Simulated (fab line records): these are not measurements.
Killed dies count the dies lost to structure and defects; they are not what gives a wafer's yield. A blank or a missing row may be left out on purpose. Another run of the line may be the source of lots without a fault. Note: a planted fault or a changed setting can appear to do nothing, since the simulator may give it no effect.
Split-lot study ; flow sky130 ; 23 wafers read across 5 lots, on a route 708 steps long

THE SPLIT
At SKY_FIELD_ISO_OXIDATION_01 (stabilise 600 s, purge 300 s, target thk 12 nm), the setting tempC was moved away from the recipe's 900 C on 15 of the 23 wafers read, by +1.2% to +1.8%. This setting was run at the recipe's value on the other wafers.

There is no step in the file separating the split from the reading.

THE READING
FIELD_ISO_OXIDATION_00_THK at SKY_FIELD_ISO_THK_MEAS_02, in nm. A value of 12.01 nm with a standard deviation of 0.19 nm is what fault-free wafers of this fab line usually give.

wafer;tool, chamber at the split;tempC as run, C;against the recipe;FIELD_ISO_OXIDATION_00_THK, nm;against lot-mates on the recipe
L074.2;furnace-01, 0;900;recipe;12.04;-
L074.4;furnace-01, 0;900;recipe;11.87;-
L074.5;furnace-01, 0;900;recipe;11.95;-
L076.1;-, -;914.8;+1.6%;13.99;no lot-mate on the recipe
L076.2;-, -;914.8;+1.6%;14.20;no lot-mate on the recipe
L076.4;-, -;914.8;+1.6%;13.95;no lot-mate on the recipe
L076.5;-, -;914.8;+1.6%;14.29;no lot-mate on the recipe
L076.6;-, -;914.8;+1.6%;14.02;no lot-mate on the recipe
L081.1;-, -;900;recipe;12.12;-
L081.2;-, -;900;recipe;12.31;-
L081.3;-, -;900;recipe;12.13;-
L081.5;-, -;900;recipe;12.16;-
L081.6;-, -;900;recipe;12.43;-
L083.1;-, -;916.5;+1.8%;14.26;no lot-mate on the recipe
L083.2;-, -;916.5;+1.8%;14.13;no lot-mate on the recipe
L083.3;-, -;916.5;+1.8%;14.31;no lot-mate on the recipe
L083.4;-, -;916.5;+1.8%;14.35;no lot-mate on the recipe
L083.6;-, -;916.5;+1.8%;14.19;no lot-mate on the recipe
L085.1;-, -;910.4;+1.2%;13.62;no lot-mate on the recipe
L085.2;-, -;910.4;+1.2%;13.60;no lot-mate on the recipe
L085.4;-, -;910.4;+1.2%;13.41;no lot-mate on the recipe
L085.5;-, -;910.4;+1.2%;13.63;no lot-mate on the recipe
L085.6;-, -;910.4;+1.2%;13.64;no lot-mate on the recipe

FIT RESULTS
A straight line over all 23 wafers: FIELD_ISO_OXIDATION_00_THK changes by +1.18 nm for each +1% of tempC; r = +0.99; the points scatter about the line by 0.14 nm.
Too few moved wafers with a lot-mate on the recipe to fit a line net of each lot's own level.

THE WHOLE CHAIN: every reading that the file lists as answering this split, in the file's order
step;what it does;reading;change (the file's fit);r (the file's)
SKY_FIELD_ISO_OXIDATION_01;stabilise 600 s, purge 300 s, target thk 12 nm;SiO2_of_FIELD_ISO_OXIDATION_01.thkNm (the simulator's own value, which no gauge read);+1.17 nm for each +1% of the setting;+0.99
SKY_FIELD_ISO_THK_MEAS_02;;FIELD_ISO_OXIDATION_00_THK;+1.18 for each +1% of the setting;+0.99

FILE'S OWN FIT
FIELD_ISO_OXIDATION_00_THK changes by +1.18 nm for each +1% of tempC, r = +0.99.
